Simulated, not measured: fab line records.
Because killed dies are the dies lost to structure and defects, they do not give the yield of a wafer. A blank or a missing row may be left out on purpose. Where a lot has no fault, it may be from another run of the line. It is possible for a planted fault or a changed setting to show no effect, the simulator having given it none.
2 desks looking at one fault + flow gf180mcu + each desk has only its own numbers; what lay behind them comes last

== THE METROLOGY DESK ==
Means of the sampled wafers that have a number, per lot and without regard to the tool the lot ran on: this is what the gauges read. The brackets show how far a lot's mean lies from the usual mean; more than 4 standard deviations puts the lot out of limits, marked OUT.
Columns: A = cd-nm at GF_HV_LDD_CD_MEAS_19, usual 399.5 nm; B = HV_LDD_02_OVL at GF_HV_LDD_OVL_MEAS_32, usual 0.3 nm
| lot  | first seen here | A               | B    |
|------|-----------------|-----------------|------|
| L849 | day 10 20:44    | 399.4           | -1.0 |
| L850 | day 11 03:50    | 401.6           | 0.4  |
| L851 | day 11 09:45    | 396.4           | 0.6  |
| L853 | day 12 02:06    | 399.7           | -0.7 |
| L854 | day 12 09:37    | 397.5           | 0.8  |
| L855 | day 12 12:25    | 400.5           | 1.1  |
| L856 | day 13 01:04    | 401.9           | 0.4  |
| L857 | day 13 06:58    | 401.2           | -0.8 |
| L862 | day 14 19:39    | 401.5           | 1.8  |
| L865 | day 15 21:49    | 398.0           | 0.4  |
| L870 | day 17 10:07    | 418.5 (+11) OUT | 3.0  |
| L871 | day 17 17:19    | 421.9 (+12) OUT | -2.0 |
This desk's finding: out of limits on L870, L871; first on L870, day 17 10:07 (cd-nm at GF_HV_LDD_CD_MEAS_19). L849, L850, L851, L853, L854, L855, L856, L857, L862, L865 stayed within limits.

== AT THE TOOL OWNER'S DESK: litho-track-03 ==
The tool's own readings at GF_HV_LDD_COAT_14 (resist thk 1000 nm): means of the sampled wafers that have a number, for each lot that ran on this tool. The brackets show how far a lot's mean lies from the usual mean; more than 4 standard deviations puts the lot out of limits, marked OUT.
Columns: A = dispense-pressure-kPa at GF_HV_LDD_COAT_14, usual 52.6 kPa
| lot  | first seen here | A    |
|------|-----------------|------|
| L849 | day 10 11:26    | 52.6 |
| L850 | day 10 18:35    | 52.6 |
| L854 | day 12 00:02    | 52.6 |
| L870 | day 16 22:19    | 52.6 |
| L871 | day 17 05:08    | 52.6 |
Finding of this desk: none of the 5 lots has anything out of limits.

== ALL TOGETHER ==
An alarm was possible from the metrology desk at day 17 10:07, on L870, L871.
Nothing out of limits was seen by the tool owner's desk.
Tool owner's desk: L870, L871 on record, inside its limits.
The lots listed all ran GF_HV_LDD_COAT_14 on litho-track-03.

== WHAT WAS PUT IN BY THE SIMULATOR ==
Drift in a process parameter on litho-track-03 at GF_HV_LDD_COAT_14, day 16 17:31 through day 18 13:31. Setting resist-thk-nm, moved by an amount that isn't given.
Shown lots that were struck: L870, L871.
Time in hours between the start of the fault and the first out-of-limits reading at each desk: metrology desk, 17.
